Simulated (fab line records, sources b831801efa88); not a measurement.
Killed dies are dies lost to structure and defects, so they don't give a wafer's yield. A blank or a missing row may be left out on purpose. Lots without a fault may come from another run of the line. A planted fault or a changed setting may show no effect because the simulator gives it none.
Which tool did it? | flow gf180mcu | 7 lots, 21 wafers sampled, at 3 steps of a route of 602

WHAT THE GAUGES READ, wafer by wafer
GF_SAB_CD_MEAS_09: target cd 420 nm.
lot  | measured     | on        | cd_nm (nm)
L685 | day 15 12:21 | cd_sem-01 | 422.1 422.2 421.9
L694 | day 18 16:02 | cd_sem-02 | 420.7 419.4 421.1
L699 | day 20 15:01 | cd_sem-02 | 417.6 417.6 418.1
L701 | day 21 07:30 | cd_sem-01 | 417.8 414.5 415.9
L703 | day 21 20:33 | cd_sem-01 | 421.0 425.3 422.5
L705 | day 22 16:23 | cd_sem-02 | 423.1 423.9 422.1

WHICH TOOL RAN EACH LOT (tool, then ch and the chambers of the sampled wafers, then the start)
lot  | GF_STI_EXPOSE_09                 | GF_POLY_GATE_STRIP_14
L685 | krf_scanner-01 ch 0, day 2 01:03 | plasma_asher-01 ch 0,1, day 9 10:26
L687 | krf_scanner-01, day 2 10:50      | -
L694 | krf_scanner-01 ch 0, day 3 22:27 | plasma_asher-01 ch 0,1, day 12 01:54
L699 | krf_scanner-02 ch 0, day 4 23:38 | plasma_asher-01 ch 0,1, day 13 17:25
L701 | krf_scanner-01 ch 0, day 5 09:58 | plasma_asher-01 ch 0,1, day 14 05:19
L703 | krf_scanner-02 ch 0, day 5 20:28 | plasma_asher-04 ch 0,1, day 14 18:52
L705 | krf_scanner-01 ch 0, day 6 06:01 | plasma_asher-01 ch 0,1, day 15 12:57
- GF_STI_EXPOSE_09: exposes mask COMP, target cd 220 nm.
- GF_POLY_GATE_STRIP_14: strips in O2/N2.

THE ANSWER, worked out from the rows above alone
Rule: what is usual is taken from the lots themselves. Put in order of their means at a reading, lots are off if they are a third of the lots or fewer, leave a main group of 4 or more, and stand apart from it by a gap of 3 or more times the standard deviation of the main group's means; of several such gaps the widest counts. A main group whose means are all the same, to the digits that the tables above print for the reading, isn't used. A lot without any number at a reading at which 4 lots or more have one is off too. The other lots that the step has rows for count as sound.
No lot is off at any reading shown: from this, nothing can be told.

WHAT THE SIMULATOR HAD PUT IN
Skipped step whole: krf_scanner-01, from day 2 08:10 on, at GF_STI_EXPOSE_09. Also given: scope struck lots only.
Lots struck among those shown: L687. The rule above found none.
